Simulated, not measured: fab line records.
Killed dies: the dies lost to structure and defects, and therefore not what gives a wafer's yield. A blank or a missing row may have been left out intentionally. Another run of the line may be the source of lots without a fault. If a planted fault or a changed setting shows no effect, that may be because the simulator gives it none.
Which tool is to blame? / flow sky130 / 12 lots with 36 wafers sampled at 5 steps, on a route of 708 steps

## WHAT THE GAUGES SHOWED, per wafer
SKY_LDD_P_CD_MEAS_07: the cd target is 380 nm. Usual: cd_nm reads 379.6 nm (standard deviation 2.3).
lot=L370; measured=day 19 04:36; on=cd_sem-01; cd_nm (nm)=379.6 380.1 379.8; flag=
lot=L372; measured=day 19 20:58; on=cd_sem-01; cd_nm (nm)=377.2 380.1 377.6; flag=
lot=L375; measured=day 21 13:44; on=cd_sem-01; cd_nm (nm)=380.3 381.0 380.2; flag=
lot=L379; measured=day 22 22:28; on=cd_sem-02; cd_nm (nm)=379.0 380.0 375.7; flag=
lot=L380; measured=day 23 00:38; on=cd_sem-01; cd_nm (nm)=376.2 379.4 380.1; flag=
lot=L382; measured=day 23 20:14; on=cd_sem-02; cd_nm (nm)=380.6 380.2 383.1; flag=
lot=L383; measured=day 24 05:55; on=cd_sem-01; cd_nm (nm)=380.5 380.2 379.6; flag=
lot=L384; measured=day 24 10:03; on=cd_sem-01; cd_nm (nm)=377.6 381.0 379.6; flag=
lot=L386; measured=day 25 09:19; on=cd_sem-01; cd_nm (nm)=382.8 379.6 383.1; flag=
lot=L387; measured=day 25 09:37; on=cd_sem-02; cd_nm (nm)=378.7 379.1 379.2; flag=
lot=L389; measured=day 26 08:15; on=cd_sem-02; cd_nm (nm)=374.9 375.6 374.4; flag=
lot=L393; measured=day 27 05:31; on=cd_sem-01; cd_nm (nm)=376.0 375.9 376.6; flag=

SKY_LI_CONTACT_THK_MEAS_01. Usual: LI_CONTACT_HDPCVD_THK typically reads 928 nm, with standard deviation 8.8.
lot=L370; measured=day 28 04:17; on=film_metro-04; LI_CONTACT_HDPCVD_THK (nm)=922 935 941; flag=
lot=L372; measured=day 28 17:34; on=film_metro-02; LI_CONTACT_HDPCVD_THK (nm)=929 921 929; flag=
lot=L375; measured=day 30 08:32; on=film_metro-02; LI_CONTACT_HDPCVD_THK (nm)=931 929 928; flag=
lot=L379; measured=day 31 14:53; on=film_metro-04; LI_CONTACT_HDPCVD_THK (nm)=933 925 930; flag=
lot=L380; measured=day 31 18:59; on=film_metro-04; LI_CONTACT_HDPCVD_THK (nm)=911 944 924; flag=
lot=L382; measured=day 32 10:49; on=film_metro-03; LI_CONTACT_HDPCVD_THK (nm)=948 949 949; flag=
lot=L383; measured=day 32 20:13; on=film_metro-04; LI_CONTACT_HDPCVD_THK (nm)=923 910 911; flag=
lot=L384; measured=day 32 20:59; on=film_metro-04; LI_CONTACT_HDPCVD_THK (nm)=912 913 929; flag=
lot=L386; measured=day 33 18:29; on=film_metro-04; LI_CONTACT_HDPCVD_THK (nm)=924 937 932; flag=
lot=L387; measured=day 33 18:47; on=film_metro-04; LI_CONTACT_HDPCVD_THK (nm)=933 1312 934; flag=OFF
lot=L389; measured=day 34 12:10; on=film_metro-03; LI_CONTACT_HDPCVD_THK (nm)=938 930 1332; flag=OFF
lot=L393; measured=day 35 07:41; on=film_metro-02; LI_CONTACT_HDPCVD_THK (nm)=930 929 929; flag=

SKY_LI_CONTACT_CD_MEAS_12: the cd target is 170 nm. Usual: cd_nm reads 170.2 nm (standard deviation 1.8).
lot=L370; measured=day 29 08:39; on=cd_sem-01; cd_nm (nm)=171.0 171.1 169.4; flag=
lot=L372; measured=day 29 22:10; on=cd_sem-01; cd_nm (nm)=169.6 169.1 170.4; flag=
lot=L375; measured=day 31 12:38; on=cd_sem-01; cd_nm (nm)=173.9 175.3 173.8; flag=
lot=L379; measured=day 32 18:38; on=cd_sem-01; cd_nm (nm)=171.4 170.5 170.6; flag=
lot=L380; measured=day 32 22:25; on=cd_sem-02; cd_nm (nm)=171.9 171.2 171.8; flag=
lot=L382; measured=day 33 14:06; on=cd_sem-02; cd_nm (nm)=170.6 170.5 171.6; flag=
lot=L383; measured=day 33 23:52; on=cd_sem-01; cd_nm (nm)=169.6 170.3 169.6; flag=
lot=L384; measured=day 34 00:06; on=cd_sem-02; cd_nm (nm)=168.6 169.1 168.8; flag=
lot=L386; measured=day 34 20:48; on=cd_sem-01; cd_nm (nm)=168.8 167.8 168.8; flag=
lot=L387; measured=day 34 21:29; on=cd_sem-02; cd_nm (nm)=170.3 172.4 172.1; flag=
lot=L389; measured=day 35 15:09; on=cd_sem-01; cd_nm (nm)=170.5 168.9 169.3; flag=
lot=L393; measured=day 36 09:53; on=cd_sem-01; cd_nm (nm)=168.1 168.0 166.9; flag=

## EACH LOT AND THE TOOL THAT RAN IT (in order: tool; ch and the chambers of the sampled wafers; start)
lot=L370; SKY_LI_CONTACT_HDPCVD_00=hdpcvd-02 ch 1,2, day 28 04:11; SKY_LI_CONTACT_CMP_02=cmp-01 ch 1,2, day 28 04:20
lot=L372; SKY_LI_CONTACT_HDPCVD_00=hdpcvd-02 ch 0,1,2, day 28 17:29; SKY_LI_CONTACT_CMP_02=cmp-01 ch 0,2,3, day 28 17:42
lot=L375; SKY_LI_CONTACT_HDPCVD_00=hdpcvd-02 ch 0,1, day 30 08:25; SKY_LI_CONTACT_CMP_02=cmp-01 ch 0,2,3, day 30 08:35
lot=L379; SKY_LI_CONTACT_HDPCVD_00=hdpcvd-01 ch 1,2, day 31 14:46; SKY_LI_CONTACT_CMP_02=cmp-01 ch 0,1,2, day 31 14:59
lot=L380; SKY_LI_CONTACT_HDPCVD_00=hdpcvd-01 ch 0,1, day 31 18:53; SKY_LI_CONTACT_CMP_02=cmp-01 ch 0,1,3, day 31 19:08
lot=L382; SKY_LI_CONTACT_HDPCVD_00=hdpcvd-02 ch 0,1,2, day 32 10:43; SKY_LI_CONTACT_CMP_02=cmp-01 ch 1,2,3, day 32 10:55
lot=L383; SKY_LI_CONTACT_HDPCVD_00=hdpcvd-01 ch 0,1,2, day 32 20:05; SKY_LI_CONTACT_CMP_02=cmp-02 ch 0,3, day 32 20:18
lot=L384; SKY_LI_CONTACT_HDPCVD_00=hdpcvd-01 ch 0,2, day 32 20:52; SKY_LI_CONTACT_CMP_02=cmp-02 ch 0,1, day 32 21:02
lot=L386; SKY_LI_CONTACT_HDPCVD_00=hdpcvd-01 ch 0,1, day 33 18:22; SKY_LI_CONTACT_CMP_02=cmp-02 ch 2,3, day 33 18:32
lot=L387; SKY_LI_CONTACT_HDPCVD_00=hdpcvd-02 ch 0,1,2, day 33 18:40; SKY_LI_CONTACT_CMP_02=cmp-01 ch 0,2,3, day 33 18:56
lot=L389; SKY_LI_CONTACT_HDPCVD_00=hdpcvd-02 ch 1,2, day 34 12:03; SKY_LI_CONTACT_CMP_02=cmp-02 ch 0,1, day 34 12:13
lot=L393; SKY_LI_CONTACT_HDPCVD_00=hdpcvd-01 ch 0,1, day 35 07:35; SKY_LI_CONTACT_CMP_02=cmp-02 ch 0,1,3, day 35 07:44
- SKY_LI_CONTACT_HDPCVD_00: deposits PSG, target thk 930 nm, time 155 s.
- SKY_LI_CONTACT_CMP_02: polishes PSG.

## AS READ BY THE TOOLS THEMSELVES (means over the sampled wafers that have a number; for cases with no such wafer, the mark the record gives instead)
SKY_LI_CONTACT_HDPCVD_00. Usual: run_length_s 183.0 s, standard deviation 0.57; sih4_flow_sccm 60.04 sccm, standard deviation 0.16.
lot=L370; tool=hdpcvd-02; run_length_s (s)=183.6; sih4_flow_sccm (sccm)=59.85; flag=
lot=L372; tool=hdpcvd-02; run_length_s (s)=183.2; sih4_flow_sccm (sccm)=60.04; flag=
lot=L375; tool=hdpcvd-02; run_length_s (s)=183.1; sih4_flow_sccm (sccm)=60.07; flag=
lot=L379; tool=hdpcvd-01; run_length_s (s)=182.2; sih4_flow_sccm (sccm)=60.03; flag=
lot=L380; tool=hdpcvd-01; run_length_s (s)=182.6; sih4_flow_sccm (sccm)=60.26; flag=
lot=L382; tool=hdpcvd-02; run_length_s (s)=183.7; sih4_flow_sccm (sccm)=60.27; flag=
lot=L383; tool=hdpcvd-01; run_length_s (s)=182.7; sih4_flow_sccm (sccm)=60.07; flag=
lot=L384; tool=hdpcvd-01; run_length_s (s)=183.0; sih4_flow_sccm (sccm)=59.96; flag=
lot=L386; tool=hdpcvd-01; run_length_s (s)=182.3; sih4_flow_sccm (sccm)=60.10; flag=
lot=L387; tool=hdpcvd-02; run_length_s (s)=205.0; sih4_flow_sccm (sccm)=59.99; flag=OFF
lot=L389; tool=hdpcvd-02; run_length_s (s)=204.9; sih4_flow_sccm (sccm)=60.09; flag=OFF
lot=L393; tool=hdpcvd-01; run_length_s (s)=182.7; sih4_flow_sccm (sccm)=59.94; flag=

SKY_LI_CONTACT_CMP_02. Usual: motor_current_A 11.4 A, standard deviation 1; time_to_endpoint_s 32.0 s, standard deviation 2.3.
lot=L370; tool=cmp-01; motor_current_A (A)=11.9; time_to_endpoint_s (s)=32.3; flag=
lot=L372; tool=cmp-01; motor_current_A (A)=11.1; time_to_endpoint_s (s)=29.3; flag=
lot=L375; tool=cmp-01; motor_current_A (A)=11.2; time_to_endpoint_s (s)=32.4; flag=
lot=L379; tool=cmp-01; motor_current_A (A)=11.4; time_to_endpoint_s (s)=30.2; flag=
lot=L380; tool=cmp-01; motor_current_A (A)=11.5; time_to_endpoint_s (s)=31.3; flag=
lot=L382; tool=cmp-01; motor_current_A (A)=11.0; time_to_endpoint_s (s)=33.7; flag=
lot=L383; tool=cmp-02; motor_current_A (A)=11.3; time_to_endpoint_s (s)=29.9; flag=
lot=L384; tool=cmp-02; motor_current_A (A)=11.6; time_to_endpoint_s (s)=32.6; flag=
lot=L386; tool=cmp-02; motor_current_A (A)=11.9; time_to_endpoint_s (s)=33.1; flag=
lot=L387; tool=cmp-01; motor_current_A (A)=11.3; time_to_endpoint_s (s)=45.1; flag=OFF
lot=L389; tool=cmp-02; motor_current_A (A)=11.3; time_to_endpoint_s (s)=49.3; flag=OFF
lot=L393; tool=cmp-02; motor_current_A (A)=11.9; time_to_endpoint_s (s)=31.1; flag=

## THE ANSWER, worked out from the rows above alone
Rule: lot off if the mean of its wafers having a number is beyond 3 standard deviations from the usual mean. A lot without any number at a reading at which 4 lots or more have one is off too. All remaining lots with rows at the step are treated as sound. The gauges are gone through in route order, then the tools' own readings, and for those a lot's mean is taken as printed above. The first step at which some lot is off is used, and at that step the reading that is off furthest; a lot without a number counts as furthest.
Off: at SKY_LI_CONTACT_THK_MEAS_01 (LI_CONTACT_HDPCVD_THK), L387, L389.
A tool fits if, at a process step before that reading, it ran every lot that is off, and no sound lot after the first of them. The gauges at SKY_LI_CONTACT_THK_MEAS_01 aren't tried: what is off there is off at SKY_LI_CONTACT_HDPCVD_00 too, on other tools, and a gauge's error can't cause that. One fits: hdpcvd-02 at SKY_LI_CONTACT_HDPCVD_00. A fault onset in the window from L382 (day 32 10:43, its last sound lot) to L387 (day 33 18:40, its first lot off) fits.
The tool's own readings at SKY_LI_CONTACT_HDPCVD_00 bear it out: on the lots that are off they differ by more than 5 times the standard deviation of the sound lots' means. run_length_s reads 204.9 s there against 182.9 s on the sound lots.

## WHAT THE SIMULATOR PUT IN
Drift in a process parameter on hdpcvd-02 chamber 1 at SKY_LI_CONTACT_HDPCVD_00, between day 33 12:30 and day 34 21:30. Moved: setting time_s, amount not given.
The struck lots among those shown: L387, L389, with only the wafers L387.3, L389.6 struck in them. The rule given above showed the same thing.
